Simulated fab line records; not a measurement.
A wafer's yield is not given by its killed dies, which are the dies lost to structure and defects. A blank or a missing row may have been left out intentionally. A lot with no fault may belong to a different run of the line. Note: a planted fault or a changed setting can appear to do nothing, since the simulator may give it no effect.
One fault seen from 2 desks / flow sky130 / each desk holds nothing but its own numbers, with what lay behind them at the end

## AT THE METROLOGY DESK
What the gauges read for every lot (on any tool): the sampled wafers with a number, averaged. The brackets show how far a lot's mean lies from the usual mean; more than 4 standard deviations puts the lot out of limits, marked OUT.
Columns: A = LOCAL_INTERCONNECT_OVL at SKY_LOCAL_INTERCONNECT_OVL_MEAS_12, usual 0 nm; B = cd nm at SKY_VIA1_CD_MEAS_12, usual 150.0 nm; C = VIA1_W_RS at SKY_VIA1_RS_MEAS_22, usual 0.429 ohm/sq; D = VIA1_W_THK at SKY_VIA1_THK_MEAS_23, usual 262.9 nm
lot=L792; first seen here=day 32 10:04; A=2; B=149.4; C=0.432; D=261.2
lot=L794; first seen here=day 32 20:08; A=6; B=150.7; C=0.431; D=264.8
lot=L795; first seen here=day 33 00:52; A=4; B=149.7; C=0.433; D=259.7
lot=L797; first seen here=day 33 02:16; A=3; B=150.8; C=0.440; D=256.6
lot=L800; first seen here=day 33 04:05; A=2; B=148.9; C=0.444; D=257.0
lot=L801; first seen here=day 33 08:56; A=-3; B=150.6; C=0.427; D=267.6
lot=L802; first seen here=day 33 09:17; A=-7; B=152.9; C=0.441; D=256.0
lot=L804; first seen here=day 38 15:17; A=-2; B=148.6; C=0.426; D=264.0
lot=L809; first seen here=day 39 03:40; A=2; B=148.8; C=0.433; D=259.6
lot=L811; first seen here=day 39 10:44; A=-3; B=148.6; C=0.422; D=267.8
lot=L813; first seen here=day 39 11:44; A=-6; B=150.1; C=0.430; D=261.7
lot=L812; first seen here=day 39 13:16; A=7; B=149.3; C=0.424; D=265.1
This desk's finding: nothing out of limits on any of the 12 lots.

## FOR THE TOOL OWNER'S DESK: cvd w-02
The tool's own readings at SKY_VIA1_CVD_21 (deposits W, target thk 270 nm, time 80.902 s): means of the sampled wafers that have a number, for each lot that ran on this tool. The brackets show how far a lot's mean lies from the usual mean; more than 4 standard deviations puts the lot out of limits, marked OUT.
Columns: A = heater power w at SKY_VIA1_CVD_21, usual 855 W
lot=L795; first seen here=day 36 14:50; A=890
lot=L797; first seen here=day 36 16:25; A=890
lot=L800; first seen here=day 36 18:52; A=899
lot=L802; first seen here=day 36 23:09; A=883
lot=L804; first seen here=day 42 01:02; A=841
lot=L811; first seen here=day 42 21:17; A=837
lot=L813; first seen here=day 42 22:35; A=851
lot=L812; first seen here=day 42 23:24; A=846
This desk's finding: nothing out of limits on any of the 8 lots.

## PUT TOGETHER
The metrology desk saw nothing out of limits.
The desk of the tool owner found nothing out of limits.

## WHAT THE SIMULATOR HAD PUT IN
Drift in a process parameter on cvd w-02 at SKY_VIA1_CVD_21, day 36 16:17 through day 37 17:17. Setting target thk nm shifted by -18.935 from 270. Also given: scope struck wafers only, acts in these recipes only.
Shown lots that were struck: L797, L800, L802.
